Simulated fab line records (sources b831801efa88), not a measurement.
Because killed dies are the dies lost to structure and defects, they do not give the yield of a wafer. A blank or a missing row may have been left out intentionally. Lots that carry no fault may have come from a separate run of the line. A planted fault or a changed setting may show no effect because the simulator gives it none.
fab line records | flow sky130
record: lots: 6 wafers: 18 last_day: 50
route steps=708 shown CAPM@538
lots untouched by any fault: they come from a run of this same line in which no faults occurred
start_h: the number of hours between the record's first day and the start of the first shown wafer of the lot | wait_h: time in hours since the lot's previous step | " the same as in the row above | L1.1+2: a single row standing in for several wafers | - value missing, or start not given | * or withheld: withheld | < > ~ a bound
route shown NAME@n: names a module that has steps shown in the file, with the first one's number in the route | usual: average and standard deviation across the fault-free wafers | same: alike in all rows | chamber/n: place in a boat | sites: each site's reading | _std_site: their standard deviation | _edge_site: mean of outer sites minus mean of inner sites | radius_mm: for every site, how far away it sits from the centre of the wafer | mask NAME#n: copy n | behind: tool/chamber where the wafer was last shaped | hold: the reason the lot was held/the length of the hold in hours/how it ended | device: the transistor (n, p or np) that didn't switch | end of line: the tests these same wafers got at the end of their route | where a step has no rows: the recipe by itself | killed: dies lost to structure and defects at the first sort, not the wafer's yield | map: dies across one wafer; x = killed, . = not, _ = none there
set.NAME: setting as actually run; set.NAME@STEP: the setting as run at that earlier step | model.NAME: the simulator's own value behind a step, which no gauge read
certain route steps with their lots: each step a table, each wafer a row
services: the hour from which a tool's chamber was out of use, counted from the record's first day as start_h (under 0 if before that day), plus the number of hours and why
== steps ==
step: SKY_CAPM_THK_MEAS_01
recipe: reads: SiO2_of_CAPM_CVD_00
usual: CAPM_CVD_00_THK: 15.52/0.22
columns lot.wafer tool chamber start_h wait_h CAPM_CVD_00_THK[nm]
L939.3 film_metro-04 - 921.68 - 15.39
L939.5 " - " " 15.52
L939.6 " - " " 15.51
L941.2 film_metro-02 - 930.98 - 15.29
L941.3 " - " " 15.28
L941.5 " - " " 15.51
L950.2 film_metro-01 - 991.43 - 15.61
L950.3 " - " " 15.67
L950.5 " - " " 15.81
L951.1 film_metro-04 - 998.75 - 15.23
L951.3 " - " " 15.27
L951.4 " - " " 15.60
L952.2 film_metro-04 - 1025.40 - 15.32
L952.5 " - " " 15.64
L952.6 " - " " 15.64
L953.1 film_metro-01 - 1026.58 - 15.38
L953.3 " - " " 15.19
L953.6 " - " " 15.74
step: SKY_CAPM_SPUTTER_02
recipe: material: TiN target_thk_nm: 200 temp_c: 300 power_w: 6500 time_s: 166.7 chamber_pressure_pa: 0.4
usual: substrate_temp_c: 300.03/0.18 susceptor_temp_C: 300.02/0.18 throttle_valve_pct: 30.2/0.99
same: time_s: 166.7
columns lot.wafer tool chamber start_h wait_h substrate_temp_c susceptor_temp_C throttle_valve_pct
L939.3 pvd_sputter-02 - 921.72 0.0 299.91 299.78 31.0
L939.5 " - " " 299.93 300.23 29.5
L939.6 " - " " 299.81 300.12 30.5
L941.2 pvd_sputter-03 - 931.03 0.0 300.40 300.29 30.4
L941.3 " - " " 300.11 299.92 30.4
L941.5 " - " " 300.17 300.07 30.3
L950.2 pvd_sputter-03 - 991.48 0.0 300.11 299.99 28.8
L950.3 " - " " 300.14 299.84 30.8
L950.5 " - " " 300.18 300.15 30.6
L951.1 pvd_sputter-02 - 998.81 0.1 300.36 300.40 29.1
L951.3 " - " " 300.15 300.01 29.5
L951.4 " - " " 299.86 300.06 30.8
L952.2 pvd_sputter-03 - 1025.45 0.0 300.33 299.86 30.2
L952.5 " - " " 300.21 299.97 32.0
L952.6 " - " " 300.13 299.87 30.6
L953.1 pvd_sputter-03 - 1026.64 0.1 300.09 300.17 28.9
L953.3 " - " " 300.29 300.18 30.7
L953.6 " - " " 300.06 300.09 30.7
step: SKY_CAPM_RS_MEAS_03
recipe: thk_meas_gauge: four-point-probe reads: TiN_of_CAPM_SPUTTER_02
usual: CAPM_TIN_RS: 6.94/0.074
columns lot.wafer tool chamber start_h wait_h CAPM_TIN_RS[ohm/sq]
L939.3 film_metro-01 - 921.87 0.1 6.90
L939.5 " - " " 6.92
L939.6 " - " " 6.85
L941.2 film_metro-01 - 931.16 0.1 6.95
L941.3 " - " " 6.99
L941.5 " - " " 6.98
L950.2 film_metro-04 - 991.61 0.1 6.87
L950.3 " - " " 6.81
L950.5 " - " " 6.85
L951.1 film_metro-01 - 998.92 0.1 6.91
L951.3 " - " " 7.01
L951.4 " - " " 6.94
L952.2 film_metro-02 - 1025.58 0.1 6.94
L952.5 " - " " 6.98
L952.6 " - " " 6.89
L953.1 film_metro-04 - 1026.75 0.1 6.86
L953.3 " - " " 6.88
L953.6 " - " " 6.91
step: SKY_CAPM_THK_MEAS_04
recipe: thk_meas_gauge: xrf reads: TiN_of_CAPM_SPUTTER_02
usual: CAPM_TIN_THK: 196.3/2.7
columns lot.wafer tool chamber start_h wait_h CAPM_TIN_THK[nm]
L939.3 film_metro-01 - 921.97 0.1 198.3
L939.5 " - " " 198.3
L939.6 " - " " 198.8
L941.2 film_metro-01 - 931.27 0.1 196.0
L941.3 " - " " 195.5
L941.5 " - " " 195.2
L950.2 film_metro-04 - 991.72 0.1 200.1
L950.3 " - " " 201.9
L950.5 " - " " 200.9
L951.1 film_metro-01 - 999.04 0.1 197.6
L951.3 " - " " 196.0
L951.4 " - " " 196.6
L952.2 film_metro-02 - 1025.69 0.1 194.0
L952.5 " - " " 193.1
L952.6 " - " " 195.5
L953.1 film_metro-04 - 1026.87 0.1 201.1
L953.3 " - " " 201.8
L953.6 " - " " 199.6
step: SKY_CAPM_DEHYDRATE_05
recipe: temp_c: 200 time_s: 60
step: SKY_CAPM_HMDS_06
recipe: prime_time_s: 60 prime_temp_c: 120
step: SKY_CAPM_COAT_07
recipe: resist: NOVOLAK spin_rpm: 3000 resist_thk_nm: 1140
step: SKY_CAPM_SOFTBAKE_08
recipe: temp_c: 90 time_s: 60 resist: NOVOLAK
step: SKY_CAPM_EXPOSE_09
recipe: mask_id: CAPM na: 0.6 source_shape: conventional sigma_outer: 0.6 polarization: unpolarized target_cd_nm: 1000 dose_mj: 159
step: SKY_CAPM_PEB_10
recipe: temp_c: withheld time_s: * resist: NOVOLAK
step: SKY_CAPM_DEVELOP_11
recipe: resist: NOVOLAK developer: TMAH develop_time_s: 60 dev_temp_c: 23
step: SKY_CAPM_OVL_MEAS_12
usual: CAPM_OVL: -0.4/1.3
columns lot.wafer tool chamber start_h wait_h CAPM_OVL[nm]
L939.3 overlay-02 - 945.84 0.1 -0.2
L939.5 " - " " 0.4
L939.6 " - " " -0.4
L941.2 overlay-01 - 955.37 0.1 -0.1
L941.3 " - " " -1.2
L941.5 " - " " 0.0
L950.2 overlay-02 - 1014.43 0.1 -1.2
L950.3 " - " " -1.1
L950.5 " - " " -1.0
L951.1 overlay-02 - 1021.34 0.1 0.4
L951.3 " - " " 2.0
L951.4 " - " " 1.2
L952.2 overlay-01 - 1047.85 0.1 -0.7
L952.5 " - " " -0.6
L952.6 " - " " -2.5
L953.1 overlay-01 - 1048.73 0.1 -2.4
L953.3 " - " " -2.8
L953.6 " - " " -1.8
step: SKY_CAPM_METAL_ETCH_13
recipe: target_depth_nm: 220 stop_on: SiO2 chemistry: Cl2/BCl3 target: TiN pressure_mtorr: 10 icp_w: 900 bias_w: 47.32 Cl2_flow_sccm: 60 bcl3_flow_sccm: 30 time_s: 62.9
usual: bcl3_flow_sccm: 29.99/0.089 bias_w: 47.32/0.14 chamber_pressure_mTorr: 10.001/0.009 drypump_motor_current_A: 5.8/0.59 oes_product_au: 0.938/0.0072 throttle_valve_pct: 21.903/0.0094 time_s: 62.9/0
columns lot.wafer tool chamber start_h wait_h bcl3_flow_sccm bias_w chamber_pressure_mTorr drypump_motor_current_A oes_product_au rf_hours_counter_h throttle_valve_pct time_s model.NOVOLAK_of_CAPM_COAT_07.thk_nm
L939.3 rie_metal-02 0 945.90 0.1 29.93 47.16 10.002 5.2 0.941 - 21.896 62.9 998.7
L939.5 " 0 " " 30.07 47.22 9.996 5.2 0.943 - 21.917 62.9 997.7
L939.6 " 1 " " 30.02 47.19 10.009 5.0 0.939 - 21.889 62.9 995.2
L941.2 rie_metal-02 0 955.40 0.0 29.99 47.33 10.001 5.2 0.935 14 21.903 62.9 1001
L941.3 " 0 " " 29.93 47.25 10.019 5.2 0.939 - 21.906 62.9 1002
L941.5 " 0 " " 29.97 47.35 10.011 5.2 0.930 - 21.913 62.9 999.2
L950.2 rie_metal-02 1 1014.46 0.0 - - - - - - - - 1142
L950.3 " 0 " " - - - - - - - - 1144
L950.5 " 1 " " - - - - - - - - 1142
L951.1 rie_metal-01 0 1021.38 0.0 - - - - - - - - 1140
L951.3 " 1 " " - - - - - - - - 1139
L951.4 " 0 " " - - - - - - - - 1142
L952.2 rie_metal-01 1 1047.88 0.0 30.08 47.23 10.013 6.4 0.932 17 21.902 62.9 996.3
L952.5 " 0 " " 30.08 47.39 9.995 6.4 0.941 - 21.916 62.9 998.2
L952.6 " 1 " " 29.91 47.33 10.020 6.4 0.939 - 21.902 62.9 996.2
L953.1 rie_metal-02 0 1048.76 0.0 30.07 47.04 10.001 5.2 0.941 19 21.915 62.9 994.4
L953.3 " 0 " " 30.06 47.09 9.987 5.2 0.947 - 21.907 62.9 997.1
L953.6 " 0 " " 30.10 47.21 9.993 5.2 0.937 - 21.880 62.9 992.2
step: SKY_CAPM_STRIP_14
recipe: chemistry: O2/N2 power_w: 1400 pressure_mtorr: 1500 platen_temp_c: withheld o2_flow_sccm: 3000 n2_flow_sccm: 300 overash_fraction: 0.5
usual: chamber_pressure_mTorr: 1500.0/1.3 drypump_motor_current_A: 5.9/0.41 oes_product_au: 0.710/0.0049 strip_time_to_endpoint_s: 12.67/0.047
columns lot.wafer tool chamber start_h wait_h chamber_pressure_mTorr drypump_motor_current_A oes_product_au rf_hours_counter_h strip_time_to_endpoint_s
L939.3 plasma_asher-04 0 946.00 0.1 1499.7 5.8 0.699 - 12.73
L939.5 " 1 " " 1498.4 5.5 0.709 - 12.71
L939.6 " 0 " " 1502.1 5.8 0.707 - 12.68
L941.2 plasma_asher-01 0 955.47 0.1 1500.7 6.5 0.704 48 12.75
L941.3 " 1 " " 1501.5 6.0 0.713 - 12.74
L941.5 " 1 " " 1499.8 6.0 0.704 - 12.72
L950.2 plasma_asher-01 1 1014.54 0.1 1497.4 6.0 0.720 55 14.21
L950.3 " 1 " " 1500.5 6.0 0.717 - 14.23
L950.5 " 1 " " 1500.3 6.0 0.707 - 14.21
L951.1 plasma_asher-01 0 1021.46 0.1 1499.9 6.5 0.718 56 14.17
L951.3 " 0 " " 1502.0 6.5 0.709 - 14.16
L951.4 " 1 " " 1500.5 6.0 0.722 - 14.21
L952.2 plasma_asher-02 0 1047.96 0.1 1500.6 5.2 0.706 33 12.69
L952.5 " 1 " " 1498.0 6.1 0.708 - 12.72
L952.6 " 0 " " 1500.5 5.3 0.704 - 12.68
L953.1 plasma_asher-04 0 1048.84 0.1 1500.8 5.8 0.710 93 12.66
L953.3 " 0 " " 1498.8 5.8 0.713 - 12.70
L953.6 " 0 " " 1499.9 5.8 0.712 - 12.65
step: SKY_CAPM_STRIP_15
recipe: chemistry: post_etch_residue_remover time_s: 1200 temp_c: 72.5
== services ==
columns tool chamber start_h hours kind
rie_metal-01 - 902.07 1.4 pm
pvd_sputter-03 - 904.85 24.6 repair
pvd_sputter-02 3 923.43 - consumable_replace:kit
pvd_sputter-02 3 923.43 18.0 scheduled_down
pvd_sputter-02 3 923.43 18.0 vent_cycle
plasma_asher-04 - 948.72 29.3 repair
plasma_asher-04 - 963.55 2.9 repair
pvd_sputter-02 - 965.46 5.1 repair
pvd_sputter-02 2 1003.29 - consumable_replace:kit
pvd_sputter-02 2 1003.29 18.0 scheduled_down
pvd_sputter-02 2 1003.29 18.0 vent_cycle
plasma_asher-01 - 1042.24 1.0 repair
pvd_sputter-03 - 1047.69 3.0 repair
== key ==
first_sign: step: SKY_CAPM_METAL_ETCH_13 reading: tool_record direction: missing
effect: step: SKY_CAPM_STRIP_14 reading: strip_time_to_endpoint_s direction: up sigmas: 33 usual: * struck: *
model_effect: step: SKY_CAPM_METAL_ETCH_13 value: NOVOLAK_of_CAPM_COAT_07.thk_nm without: 995.9 struck: 1142
met_at SKY_CAPM_METAL_ETCH_13
struck_wafers L950.2,L950.3,L950.5,L951.1,L951.3,L951.4
later_rows_left_out L950.2,L950.3,L950.5,L951.1,L951.3,L951.4
sort_left_out L950.2,L950.3,L950.5,L951.1,L951.3,L951.4
onset_between 955.40 1014.46
fault: kind: skipped_step_whole tool: rie_metal-01,rie_metal-02 chamber: - onset_h: 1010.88 steps: SKY_CAPM_METAL_ETCH_13 scope: struck_lots_only
sort_left_out: the simulated sort isn't trusted on such a fault, so these wafers' sort isn't shown, and their yield isn't known
later_rows_left_out: the simulator's readings of these wafers behind a module that went badly wrong aren't trusted and aren't shown, but for the sort
